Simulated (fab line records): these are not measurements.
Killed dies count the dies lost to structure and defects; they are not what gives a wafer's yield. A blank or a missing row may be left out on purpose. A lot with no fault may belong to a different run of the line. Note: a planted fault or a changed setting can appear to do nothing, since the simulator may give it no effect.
fab line records	flow sky130
[record] lots = 5	wafers = 15	last_day = 49
route steps=708 shown METAL1@452 VIA1@458
lots that met no fault: taken from a fault-free run of the same line
start_h: hours from the record's first day to the start of the lot's first wafer shown	wait_h: hours from the lot's prior step to this one	" repeats the value in the row above	L1.1+2: several wafers, shown together as one row	- no value present, or no start provided	* or withheld: withheld	< > ~ a bound
route shown NAME@n: a module of which the file shows steps, and the number in the route of the first	usual: mean and standard deviation over wafers with no fault	same: alike in all rows	chamber/n: place in a boat	sites: per-site readings	_std_site: how widely they spread, as a standard deviation	_edge_site: the outer-site mean with the inner-site mean subtracted	radius_mm: for every site, how far away it sits from the centre of the wafer	mask NAME#n: copy n	behind: the most recent tool/chamber to have shaped the wafer	hold: the reason the lot was held/the length of the hold in hours/how it ended	device: transistor that didn't switch, given as n, p or np	end of line: the tests these same wafers got at the end of their route	for a step that has no rows: nothing shown but its recipe	killed: the dies lost at the first sort to structure and to defects; this is not the yield of the wafer	map: the dies of a wafer, with x for killed, . for not killed, _ for no die there
set.NAME: the setting the step ran with; set.NAME@STEP: the setting that earlier step ran with	model.NAME: the simulator's own value behind a step, which no gauge read
lots at some steps of the route; a table a step, a row a wafer
services: a tool's chamber out of use, with start hour (start_h, from the record's first day; less than 0 if before it), hours out, and reason
[[steps]]
[step SKY_METAL1_ETCH_18]
[recipe] chemistry = N2/H2	target = BARC	ion_energy_ev = 200	bias_w = 100	pressure_mtorr = 30	n2_flow_sccm = 100	h2_flow_sccm = 200	icp_w = 500	stop_on = SiO2	time_s = 45.9	target_depth_a = 600
[usual] bias_w = 99.98/0.3	drypump_motor_current_A = 5.9/0.49	n2_flow_sccm = 100.02/0.28	oes_product_au = 0.855/0.0045	throttle_valve_pct = 13.225/0.0089
[same] time_s = 45.9
lot.wafer	tool	chamber	start_h	wait_h	bias_w	drypump_motor_current_A	n2_flow_sccm	oes_product_au	rf_hours_counter_h	throttle_valve_pct
L074.3	rie_metal-01	0	783.42	0.0	99.52	5.9	100.00	0.854	-	13.232
L074.5	"	0	"	"	99.28	5.9	100.01	0.857	-	13.233
L074.6	"	1	"	"	99.60	6.1	100.29	0.856	-	13.223
L075.1	rie_metal-01	1	792.93	0.0	99.50	6.1	100.23	0.856	8	13.236
L075.2	"	0	"	"	100.32	6.0	99.26	0.845	4	13.224
L075.6	"	0	"	"	100.18	5.9	99.53	0.858	-	13.213
L089.2	rie_metal-03	0	885.13	0.0	100.11	5.4	99.77	0.858	5	13.239
L089.4	"	0	"	"	99.75	5.4	100.33	0.862	-	13.213
L089.5	"	0	"	"	99.82	5.4	99.74	0.850	-	13.232
L092.4	rie_metal-03	0	897.10	0.0	99.79	5.4	99.74	0.857	-	13.215
L092.5	"	1	"	"	99.60	6.2	100.31	0.855	-	13.220
L092.6	"	0	"	"	99.62	5.4	99.98	0.853	-	13.229
L094.1	rie_metal-02	1	914.05	0.0	99.97	6.6	100.33	0.855	3	13.235
L094.3	"	1	"	"	100.02	6.6	100.19	0.861	-	13.216
L094.4	"	0	"	"	99.27	5.2	100.49	0.854	-	13.221
[step SKY_METAL1_METAL_ETCH_19]
[recipe] target_depth_a = 3600	stop_on = SiO2	over_etch_frac = 0.3	time_s = 78	chemistry = Cl2/BCl3	resist_sidewall_deg = 88	pressure_mtorr = 10	icp_w = 900	bias_w = 48.5	Cl2_flow_sccm = 60	bcl3_flow_sccm = 30
[usual] bias_w = 48.47/0.16	drypump_motor_current_A = 5.9/0.5	oes_product_au = 0.853/0.0056	throttle_valve_pct = 22.263/0.0091
[same] time_s = 78
lot.wafer	tool	chamber	start_h	wait_h	bias_w	drypump_motor_current_A	oes_product_au	rf_hours_counter_h	throttle_valve_pct
L074.3	rie_metal-01	0	783.50	0.1	48.49	5.9	0.843	-	22.254
L074.5	"	0	"	"	48.56	5.9	0.846	-	22.259
L074.6	"	1	"	"	48.53	6.1	0.857	-	22.255
L075.1	rie_metal-01	1	793.00	0.0	48.42	6.1	0.844	8	22.264
L075.2	"	0	"	"	48.47	5.9	0.842	4	22.264
L075.6	"	0	"	"	48.42	5.9	0.851	-	22.264
L089.2	rie_metal-03	0	885.20	0.0	48.45	5.4	0.866	5	22.257
L089.4	"	0	"	"	48.54	5.4	0.856	-	22.260
L089.5	"	0	"	"	48.63	5.4	0.860	-	22.265
L092.4	rie_metal-03	0	897.18	0.1	48.56	5.4	0.859	-	22.260
L092.5	"	1	"	"	48.45	6.2	0.849	-	22.279
L092.6	"	0	"	"	48.51	5.4	0.863	-	22.261
L094.1	rie_metal-02	1	914.12	0.0	48.55	6.6	0.853	3	22.260
L094.3	"	1	"	"	48.66	6.6	0.850	-	22.252
L094.4	"	0	"	"	48.54	5.2	0.849	-	22.248
[step SKY_METAL1_STRIP_20]
[recipe] chemistry = O2/N2	power_w = 1400	pressure_mtorr = 1500	platen_temp_c = withheld	o2_flow_sccm = 3000	n2_flow_sccm = 300	overash_fraction = 0.5
[usual] drypump_motor_current_A = 5.6/0.36	n2_flow_sccm = 300.1/0.91	oes_product_au = 0.344/0.0047	strip_time_to_endpoint_s = 2.709/0.028
lot.wafer	tool	chamber	start_h	wait_h	drypump_motor_current_A	n2_flow_sccm	oes_product_au	rf_hours_counter_h	strip_time_to_endpoint_s
L074.3	plasma_asher-04	1	783.59	0.1	5.6	301.0	0.347	-	2.754
L074.5	"	1	"	"	5.7	300.0	0.337	-	2.707
L074.6	"	0	"	"	5.3	299.5	0.342	-	2.745
L075.1	plasma_asher-01	1	793.09	0.1	5.7	299.4	0.347	68	2.752
L075.2	"	0	"	"	5.8	299.5	0.332	68	2.675
L075.6	"	1	"	"	5.7	300.4	0.336	-	2.680
L089.2	plasma_asher-01	0	885.29	0.1	5.8	301.2	0.345	78	2.699
L089.4	"	1	"	"	5.7	300.0	0.346	-	2.744
L089.5	"	0	"	"	5.8	299.4	0.343	-	2.704
L092.4	plasma_asher-02	1	897.27	0.1	5.2	300.5	0.344	-	2.701
L092.5	"	0	"	"	6.4	299.6	0.334	-	2.724
L092.6	"	1	"	"	5.2	300.4	0.352	-	2.747
L094.1	plasma_asher-01	0	914.21	0.1	5.8	301.2	0.343	81	2.645
L094.3	"	1	"	"	5.7	300.1	0.339	-	2.671
L094.4	"	0	"	"	5.8	299.9	0.350	-	2.688
[step SKY_METAL1_STRIP_21]
[recipe] chemistry = post_etch_residue_remover	time_s = 1200	temp_c = 72.5
[same] time_s = 1200
lot.wafer	tool	chamber	start_h	wait_h
L074.3+5+6	wet_bench-04	3	783.66	0.0
L075.1+2+6	wet_bench-04	3	793.19	0.1
L089.2+4+5	wet_bench-01	2	885.39	0.1
L092.4+5+6	wet_bench-04	2	897.34	0.0
L094.1+3+4	wet_bench-04	0	914.31	0.1
[step SKY_METAL1_CLEAN_22]
[recipe] chemistry = IPA	time_s = 180	temp_c = 25
[same] time_s = 180
lot.wafer	tool	chamber	start_h	wait_h
L074.3+5+6	wet_bench-03	1	784.06	0.0
L075.1+2+6	wet_bench-03	3	793.56	0.0
L089.2+4+5	wet_bench-04	0	885.73	0.0
L092.4+5+6	wet_bench-01	3	897.71	0.0
L094.1+3+4	wet_bench-04	3	914.68	0.0
[step SKY_METAL1_CLEAN_23]
[recipe] chemistry = O3/DIW	dry = n2_spin
lot.wafer	tool	chamber	start_h	wait_h
L074.3+5+6	wet_bench-01	3	784.12	0.0
L075.1+2+6	wet_bench-01	0	793.62	0.0
L089.2+4+5	wet_bench-03	1	885.79	0.0
L092.4+5+6	wet_bench-03	1	897.77	0.0
L094.1+3+4	wet_bench-03	1	914.74	0.0
[step SKY_VIA1_HDPCVD_00]
[recipe] material = SiO2	target_thk_nm = 1030	sigma_open_frac = 0.3	time_s = 171.7	temp_c = 400	sih4_flow_sccm = 60	pressure_mtorr = 6
[same] time_s = 171.7
lot.wafer	tool	chamber	start_h	wait_h
L074.3+5+6	hdpcvd-02	1,1,0	784.22	0.0
L075.1+2+6	hdpcvd-01	1,2,1	793.71	0.0
L089.2+4+5	hdpcvd-02	0,1,0	885.88	0.0
L092.4+5+6	hdpcvd-01	0,1,2	897.92	0.1
L094.1+3+4	hdpcvd-02	0,1,1	914.83	0.0
[step SKY_VIA1_THK_MEAS_01]
[recipe] reads = SiO2_of_VIA1_HDPCVD_00
[usual] VIA1_HDPCVD_THK = 1036/10
lot.wafer	tool	chamber	start_h	wait_h	VIA1_HDPCVD_THK[nm]
L074.3	film_metro-01	-	784.35	0.1	1049
L074.5	"	-	"	"	1045
L074.6	"	-	"	"	1031
L075.1	film_metro-02	-	793.82	0.1	1022
L075.2	"	-	"	"	1031
L075.6	"	-	"	"	1016
L089.2	film_metro-02	-	886.01	0.1	1026
L089.4	"	-	"	"	1044
L089.5	"	-	"	"	1032
L092.4	film_metro-01	-	898.00	0.0	1007
L092.5	"	-	"	"	1029
L092.6	"	-	"	"	1033
L094.1	film_metro-02	-	914.94	0.1	1037
L094.3	"	-	"	"	1044
L094.4	"	-	"	"	1059
[step SKY_VIA1_CMP_02]
[recipe] material = SiO2	down_force_psi = 4	platen_rpm = 60	pad_velocity_m_s = 0.94248
[usual] motor_current_A = 11.9/1.1
lot.wafer	tool	chamber	start_h	wait_h	motor_current_A
L074.3	cmp-02	2	784.44	0.1	10.3
L074.6	"	1	"	"	12.0
L074.5	"	2	"	"	9.7
L075.2	cmp-01	1	794.05	0.2	12.2
L075.1	"	3	"	"	12.3
L075.6	"	0	"	"	13.0
L089.2	cmp-02	1	886.11	0.1	11.6
L089.4	"	2	"	"	10.5
L089.5	"	1	"	"	12.1
L092.4	cmp-01	3	898.18	0.2	11.8
L092.6	"	0	"	"	13.6
L092.5	"	1	"	"	12.0
L094.4	cmp-01	0	915.00	0.0	13.8
L094.1	"	1	"	"	11.2
L094.3	"	2	"	"	13.7
[step SKY_VIA1_BOW_MEAS_03]
[recipe] mode = bow
[usual] VIA1_BOW = 81/7.1
lot.wafer	tool	chamber	start_h	wait_h	VIA1_BOW[um]
L074.3	film_metro-03	-	784.73	0.2	71
L074.5	"	-	"	"	85
L074.6	"	-	"	"	84
L075.1	film_metro-01	-	794.30	0.1	81
L075.2	"	-	"	"	87
L075.6	"	-	"	"	90
L089.2	film_metro-01	-	886.38	0.2	81
L089.4	"	-	"	"	78
L089.5	"	-	"	"	83
L092.4	film_metro-01	-	898.39	0.2	79
L092.5	"	-	"	"	79
L092.6	"	-	"	"	70
L094.1	film_metro-01	-	915.30	0.2	83
L094.3	"	-	"	"	92
L094.4	"	-	"	"	88
[step SKY_VIA1_DEHYDRATE_04]
[recipe] temp_c = 200	time_s = 60
[same] time_s = 60
lot.wafer	tool	chamber	start_h	wait_h
L074.3+5+6	litho_track-01	0	797.75	13.0
L075.1+2+6	litho_track-03	0	806.20	11.9
L089.2+4+5	litho_track-03	0	898.17	11.8
L092.4+5+6	litho_track-01	0	910.73	12.3
L094.1+3+4	litho_track-04	0	927.11	11.8
[step SKY_VIA1_HMDS_05]
[recipe] prime_time_s = 60	prime_temp_c = 120
lot.wafer	tool	chamber	start_h	wait_h
L074.3+5+6	litho_track-01	0	797.90	0.1
L075.1+2+6	litho_track-03	0	806.35	0.1
L089.2+4+5	litho_track-03	0	898.32	0.1
L092.4+5+6	litho_track-01	0	910.88	0.1
L094.1+3+4	litho_track-04	0	927.26	0.1
[step SKY_VIA1_COAT_06]
[recipe] resist = BARC	temp_c = withheld	time_s = withheld	spin_rpm = 3000	resist_thk_nm = 60
lot.wafer	tool	chamber	start_h	wait_h
L074.3+5+6	litho_track-01	0	798.05	0.1
L075.1+2+6	litho_track-03	0	806.50	0.1
L089.2+4+5	litho_track-03	0	898.47	0.1
L092.4+5+6	litho_track-01	0	911.03	0.1
L094.1+3+4	litho_track-04	0	927.41	0.1
[step SKY_VIA1_COAT_07]
[recipe] resist = KrF-thick	spin_rpm = 3000	resist_thk_nm = 450
lot.wafer	tool	chamber	start_h	wait_h
L074.3+5+6	litho_track-01	0	-	-
L075.1+2+6	litho_track-03	0	-	-
L089.2+4+5	litho_track-03	0	-	-
L092.4+5+6	litho_track-01	0	-	-
L094.1+3+4	litho_track-04	0	-	-
[step SKY_VIA1_SOFTBAKE_08]
[recipe] temp_c = 100	time_s = 90	resist = KrF-thick
[same] time_s = 90
lot.wafer	tool	chamber	start_h	wait_h
L074.3+5+6	litho_track-01	0	-	-
L075.1+2+6	litho_track-03	0	-	-
L089.2+4+5	litho_track-03	0	-	-
L092.4+5+6	litho_track-01	0	-	-
L094.1+3+4	litho_track-04	0	-	-
[step SKY_VIA1_EXPOSE_09]
[recipe] mask_id = VIM	na = 0.8	source_shape = annular	sigma_inner = 0.55	sigma_outer = 0.85	target_cd_nm = 150	dose_mj = 38
[usual] exposure_dose_mJ_cm2 = 38.1/0.31
[same] sigma_inner = 0.55
lot.wafer	tool	chamber	start_h	wait_h	mask	exposure_dose_mJ_cm2
L074.3	krf_scanner-02	0	-	-	VIM#0	37.9
L074.5	"	0	"	"	VIM#0	37.9
L074.6	"	0	"	"	VIM#0	37.9
L075.1	krf_scanner-02	0	-	-	VIM#0	37.9
L075.2	"	0	"	"	VIM#0	37.9
L075.6	"	0	"	"	VIM#0	37.9
L089.2	krf_scanner-01	0	-	-	VIM#0	37.9
L089.4	"	0	"	"	VIM#0	38.0
L089.5	"	0	"	"	VIM#0	38.0
L092.4	krf_scanner-02	0	-	-	VIM#0	38.7
L092.5	"	0	"	"	VIM#0	38.7
L092.6	"	0	"	"	VIM#0	38.7
L094.1	krf_scanner-02	0	-	-	VIM#0	38.7
L094.3	"	0	"	"	VIM#0	38.7
L094.4	"	0	"	"	VIM#0	38.6
[step SKY_VIA1_PEB_10]
[recipe] peb_temp_c = withheld	peb_time_s = withheld	resist = KrF-thick
lot.wafer	tool	chamber	start_h	wait_h
L074.3+5+6	litho_track-04	0	-	-
L075.1+2+6	litho_track-03	0	-	-
L089.2+4+5	litho_track-04	0	-	-
L092.4+5+6	litho_track-04	0	-	-
L094.1+3+4	litho_track-04	0	-	-
[step SKY_VIA1_DEVELOP_11]
[recipe] develop_time_s = 60	resist = KrF-thick	dev_temp_c = 21
lot.wafer	tool	chamber	start_h	wait_h
L074.3+5+6	litho_track-04	0	-	-
L075.1+2+6	litho_track-03	0	-	-
L089.2+4+5	litho_track-04	0	-	-
L092.4+5+6	litho_track-04	0	-	-
L094.1+3+4	litho_track-04	0	-	-
[step SKY_VIA1_CD_MEAS_12]
[recipe] target_cd_nm = 150
[usual] cd_nm = 150.0/1.8
lot.wafer	tool	chamber	start_h	wait_h	cd_nm
L074.3	cd_sem-02	-	811.10	-	151.1
L074.5	"	-	"	"	149.3
L074.6	"	-	"	"	153.0
L075.1	cd_sem-02	-	820.45	-	150.8
L075.2	"	-	"	"	149.5
L075.6	"	-	"	"	150.8
L089.2	cd_sem-01	-	911.53	-	148.4
L089.4	"	-	"	"	149.9
L089.5	"	-	"	"	148.2
L092.4	cd_sem-01	-	923.27	-	150.2
L092.5	"	-	"	"	153.1
L092.6	"	-	"	"	152.5
L094.1	cd_sem-02	-	940.57	-	150.0
L094.3	"	-	"	"	147.0
L094.4	"	-	"	"	150.5
[step SKY_VIA1_OVL_MEAS_13]
[usual] VIA1_OVL = 4/5.4
lot.wafer	tool	chamber	start_h	wait_h	VIA1_OVL[nm]
L074.3	overlay-02	-	811.20	0.1	-2
L074.5	"	-	"	"	-9
L074.6	"	-	"	"	4
L075.1	overlay-01	-	820.57	0.1	2
L075.2	"	-	"	"	2
L075.6	"	-	"	"	1
L089.2	overlay-01	-	911.64	0.1	-7
L089.4	"	-	"	"	-3
L089.5	"	-	"	"	2
L092.4	overlay-01	-	923.35	0.1	9
L092.5	"	-	"	"	5
L092.6	"	-	"	"	12
L094.1	overlay-01	-	940.69	0.1	2
L094.3	"	-	"	"	8
L094.4	"	-	"	"	7
[step SKY_VIA1_ETCH_14]
[recipe] chemistry = N2/H2	target = BARC	ion_energy_ev = 200	source_w = 500	bias_w = 100	pressure_mtorr = 30	n2_flow_sccm = 100	h2_flow_sccm = 200	stop_on = SiO2	time_s = 45.9	target_depth_a = 600
[usual] bias_w = 100.0/0.31	drypump_motor_current_A = 5.7/0.51	n2_flow_sccm = 100.01/0.28	oes_product_au = 0.855/0.0053	throttle_valve_pct = 13.225/0.0099
[same] time_s = 45.9
lot.wafer	tool	chamber	start_h	wait_h	bias_w	drypump_motor_current_A	n2_flow_sccm	oes_product_au	rf_hours_counter_h	throttle_valve_pct
L074.3	rie_diel-01	1	811.22	0.0	100.1	6.5	100.32	0.858	8	13.239
L074.5	"	3	"	"	100.6	6.4	99.94	0.860	-	13.239
L074.6	"	0	"	"	100.2	5.4	100.23	0.848	-	13.231
L075.1	rie_diel-04	0	820.60	0.0	99.8	5.5	99.85	0.844	1	13.235
L075.2	"	3	"	"	99.8	5.0	100.30	0.863	19	13.232
L075.6	"	2	"	"	99.8	5.4	100.12	0.856	-	13.213
L089.2	rie_diel-01	3	911.67	0.0	100.1	6.3	100.14	0.856	15	13.223
L089.4	"	0	"	"	99.5	5.4	100.24	0.855	10	13.219
L089.5	"	1	"	"	99.8	6.5	100.04	0.856	-	13.213
L092.4	rie_diel-01	0	923.37	0.0	99.8	5.4	100.21	0.858	11	13.226
L092.5	"	2	"	"	100.2	5.6	99.83	0.848	-	13.204
L092.6	"	3	"	"	99.9	6.3	99.78	0.852	-	13.225
L094.1	rie_diel-02	0	940.72	0.0	100.1	5.2	99.99	0.850	6	13.211
L094.3	"	0	"	"	99.9	5.2	99.84	0.855	-	13.229
L094.4	"	3	"	"	100.3	6.1	99.88	0.861	-	13.213
[step SKY_VIA1_ETCH_15]
[recipe] target = SiO2	chemistry = C4F8/O2/Ar	target_depth_nm = 351	stop_on = TiN	mask_material = KrF-thick	source_w = 1500	bias_w = 1200	pressure_mtorr = 40	c4f8_flow_sccm = withheld	O2_flow_sccm = 6	Ar_flow_sccm = 300	time_s = 54
[usual] bias_w = 1200/3.7	oes_product_au = 0.981/0.0056
[same] time_s = 54
lot.wafer	tool	chamber	start_h	wait_h	bias_w	oes_product_au	rf_hours_counter_h
L074.3	rie_diel-01	1	811.26	0.0	1203	0.981	8
L074.5	"	3	"	"	1200	0.986	-
L074.6	"	0	"	"	1205	0.979	-
L075.1	rie_diel-04	0	820.64	0.0	1207	0.987	1
L075.2	"	3	"	"	1207	0.976	19
L075.6	"	2	"	"	1202	0.982	-
L089.2	rie_diel-01	3	911.71	0.0	1201	0.980	15
L089.4	"	0	"	"	1202	0.980	10
L089.5	"	1	"	"	1204	0.984	-
L092.4	rie_diel-01	0	923.41	0.0	1204	0.985	11
L092.5	"	2	"	"	1204	0.977	-
L092.6	"	3	"	"	1200	0.975	-
L094.1	rie_diel-02	0	940.78	0.0	1197	0.981	6
L094.3	"	0	"	"	1196	0.978	-
L094.4	"	3	"	"	1197	0.979	-
[step SKY_VIA1_STRIP_16]
[recipe] chemistry = O2/N2	power_w = 1400	pressure_mtorr = 1500	platen_temp_c = withheld	o2_flow_sccm = 3000	n2_flow_sccm = 300	overash_fraction = 0.5
[usual] drypump_motor_current_A = 5.69/0.29	n2_flow_sccm = 299.9/0.9	oes_product_au = 0.415/0.0041	strip_time_to_endpoint_s = 4.457/0.02
lot.wafer	tool	chamber	start_h	wait_h	drypump_motor_current_A	n2_flow_sccm	oes_product_au	rf_hours_counter_h	strip_time_to_endpoint_s
L074.3	plasma_asher-03	1	811.34	0.1	5.68	300.7	0.417	-	4.453
L074.5	"	0	"	"	5.94	300.1	0.413	-	4.492
L074.6	"	1	"	"	5.69	301.1	0.413	-	4.454
L075.1	plasma_asher-03	1	820.69	0.0	5.70	300.3	0.412	96	4.463
L075.2	"	0	"	"	5.94	301.1	0.414	96	4.458
L075.6	"	0	"	"	5.94	300.0	0.418	-	4.450
L089.2	plasma_asher-03	1	911.76	0.0	5.68	301.1	0.408	105	4.469
L089.4	"	1	"	"	5.68	298.5	0.414	-	4.482
L089.5	"	0	"	"	5.96	299.4	0.411	-	4.474
L092.4	plasma_asher-03	1	923.49	0.1	5.68	301.4	0.413	-	4.457
L092.5	"	0	"	"	5.96	300.1	0.414	-	4.466
L092.6	"	1	"	"	5.68	300.5	0.419	-	4.462
L094.1	plasma_asher-03	1	940.85	0.0	5.68	299.5	0.419	108	4.472
L094.3	"	0	"	"	5.94	299.5	0.412	-	4.475
L094.4	"	1	"	"	5.68	299.0	0.416	-	4.454
[step SKY_VIA1_STRIP_17]
[recipe] chemistry = post_etch_residue_remover	time_s = 1200	temp_c = 72.5
[same] time_s = 1200
lot.wafer	tool	chamber	start_h	wait_h
L074.3+5+6	wet_bench-03	1	811.41	0.0
L075.1+2+6	wet_bench-04	2	820.79	0.1
L089.2+4+5	wet_bench-03	1	911.86	0.1
L092.4+5+6	wet_bench-03	2	923.56	0.0
L094.1+3+4	wet_bench-02	1	940.95	0.1
[step SKY_VIA1_CLEAN_18]
[recipe] chemistry = IPA	time_s = 180	temp_c = 25
[same] time_s = 180
lot.wafer	tool	chamber	start_h	wait_h
L074.3+5+6	wet_bench-04	3	811.75	0.0
L075.1+2+6	wet_bench-02	0	821.16	0.0
L089.2+4+5	wet_bench-02	3	912.20	0.0
L092.4+5+6	wet_bench-02	2	923.90	0.0
L094.1+3+4	wet_bench-04	1	941.33	0.0
[step SKY_VIA1_CLEAN_19]
[recipe] chemistry = O3/DIW	dry = n2_spin
lot.wafer	tool	chamber	start_h	wait_h
L074.3+5+6	wet_bench-02	3	811.81	0.0
L075.1+2+6	wet_bench-03	3	821.22	0.0
L089.2+4+5	wet_bench-03	3	912.26	0.0
L092.4+5+6	wet_bench-04	0	923.96	0.0
L094.1+3+4	wet_bench-02	2	941.45	0.0
[step SKY_VIA1_SPUTTER_20]
[recipe] material = TiN	target_thk_nm = 20	chamber_pressure_pa = 5	power_w = 4000	time_s = 80
[usual] throttle_valve_pct = 30.3/1.5
[same] time_s = 80
lot.wafer	tool	chamber	start_h	wait_h	throttle_valve_pct
L074.3	pvd_sputter-01	-	811.91	0.0	27.8
L074.5	"	-	"	"	30.0
L074.6	"	-	"	"	27.8
L075.1	pvd_sputter-02	-	821.31	0.0	30.4
L075.2	"	-	"	"	31.7
L075.6	"	-	"	"	29.3
L089.2	pvd_sputter-01	-	912.35	0.0	30.0
L089.4	"	-	"	"	27.9
L089.5	"	-	"	"	31.1
L092.4	pvd_sputter-03	-	924.08	0.0	29.4
L092.5	"	-	"	"	33.1
L092.6	"	-	"	"	29.2
L094.1	pvd_sputter-03	-	941.55	0.0	33.2
L094.3	"	-	"	"	29.5
L094.4	"	-	"	"	29.3
[step SKY_VIA1_CVD_21]
[recipe] material = W	target_thk_nm = 270	time_s = 80.902	temp_c = 400	pressure_torr = 40
[usual] heater_power_w = 834/45
[same] time_s = 80.902
lot.wafer	tool	chamber	start_h	wait_h	heater_power_w
L074.3	cvd_w-02	1	812.00	0.1	859
L074.5	"	1	"	"	852
L074.6	"	0	"	"	779
L075.1	cvd_w-01	1	821.37	0.0	877
L075.2	"	0	"	"	801
L075.6	"	0	"	"	836
L089.2	cvd_w-02	0	912.41	0.0	785
L089.4	"	1	"	"	898
L089.5	"	0	"	"	742
L092.4	cvd_w-01	0	924.14	0.0	828
L092.5	"	1	"	"	865
L092.6	"	0	"	"	816
L094.1	cvd_w-01	1	941.62	0.0	830
L094.3	"	0	"	"	790
L094.4	"	1	"	"	848
[[services]]
tool	chamber	start_h	hours	kind
cvd_w-01	-	764.98	0.2	repair
wet_bench-04	-	767.94	1.0	repair
rie_diel-01	-	773.80	15.6	pm
hdpcvd-02	-	778.30	5.5	pm
plasma_asher-03	-	787.93	0.5	repair
cmp-01	-	788.27	5.7	pm
hdpcvd-02	-	790.33	14.6	pm
rie_metal-03	-	793.13	0.2	repair
cvd_w-01	0	798.14	3.3	repair
cvd_w-01	-	827.97	2.8	pm
krf_scanner-02	-	829.06	4.0	pm
hdpcvd-02	0	833.49	4.1	repair
krf_scanner-02	-	834.38	1.0	pm
krf_scanner-02	-	845.06	0.8	pm
cmp-01	-	853.36	0.3	repair
rie_metal-03	0	856.76	10.4	repair
hdpcvd-02	-	861.50	0.9	repair
plasma_asher-03	-	870.19	6.1	repair
krf_scanner-02	-	870.48	0.9	repair
plasma_asher-03	-	895.18	1.1	repair
rie_metal-03	1	897.38	2.3	repair
krf_scanner-02	-	902.93	0.7	repair
cvd_w-01	-	904.00	14.0	pm
krf_scanner-02	-	908.18	1.3	pm
[[key]]
fault none
